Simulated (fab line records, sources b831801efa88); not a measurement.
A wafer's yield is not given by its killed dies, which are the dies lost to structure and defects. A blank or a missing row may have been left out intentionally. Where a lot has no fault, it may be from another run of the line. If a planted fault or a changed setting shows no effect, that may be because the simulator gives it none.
8D (eight disciplines) problem report, filled in by code	flow gf180mcu	the parts of the form that need people (team, actions taken, sign-off) are left out

== 1. WHAT WENT WRONG ==
Wafers without a fault read 159.99, standard deviation 0.046; beam energy keV at GF_NWELL_IMPLANT_09 reads a mean of 145.51 on 6 wafers belonging to 2 lots. So: -99 or more standard deviations from the usual mean.
Seen first at day 6 08:22 on implanter-01, wafer L409.1. The record holds 18 wafers of 6 lots with a number at this step. Rule for "out" (also "out of limits"): further than 4 standard deviations from the usual mean. All remaining wafers that have a number are taken as sound.

== 2. WHAT IT IS; WHAT IT IS NOT ==
question	is	is not
which readings at this step	beam energy keV	-
which lots	L409, L410	L401, L403, L418, L419
which wafers of those lots	all that have a number	-
read on which tools	implanter-01	implanter-03, implanter-04
when	from day 6 08:22	up to then (6 sound wafers); but 6 sound wafers of L418, L419 came after

== 3. WHAT RULES OUT EACH SUSPECT ==
Counting: any tool at a process step up to the reading is kept as a suspect provided that every lot that is out went through it and no sound lot did after the first of them.
- implanter-01 at GF_NWELL_IMPLANT_09: kept. All lots that are out passed through it, beginning with L409 at day 6 08:22, and no sound lot followed; its final sound lot before that point was L403 at day 4 21:23. Its own readings are out on those wafers: beam energy keV.
Left after counting: implanter-01 at GF_NWELL_IMPLANT_09.

== 4. THE CAUSE (what the simulator had put in) ==
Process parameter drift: implanter-01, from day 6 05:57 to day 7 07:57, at GF_NWELL_IMPLANT_09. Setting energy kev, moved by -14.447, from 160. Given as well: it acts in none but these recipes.
The count eliminated every tool but this one.

== 5. SEQUENCE OF EFFECTS, ordered by route ==
Each row: a reading whose mean over the struck wafers that have a number lies more than 3 standard deviations from the usual. Only readings for which the record gives a usual standard deviation are gone through. hours: the time from each lot's start at the first step in this table that gives one to its start at this step, as a median over the lots. sigmas: the change in usual standard deviations.
hours	step	reading	usual	on struck wafers	change	sigmas
0	GF_NWELL_IMPLANT_09	beam energy keV	159.99	145.51	-14.48	-99 or more
Process steps it contains:
- GF_NWELL_IMPLANT_09

== 6. WHAT WOULD HAVE CAUGHT IT SOONER ==
In this record the first reading out of limits was taken at day 6 08:22, 2 hours after the fault began at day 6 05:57.
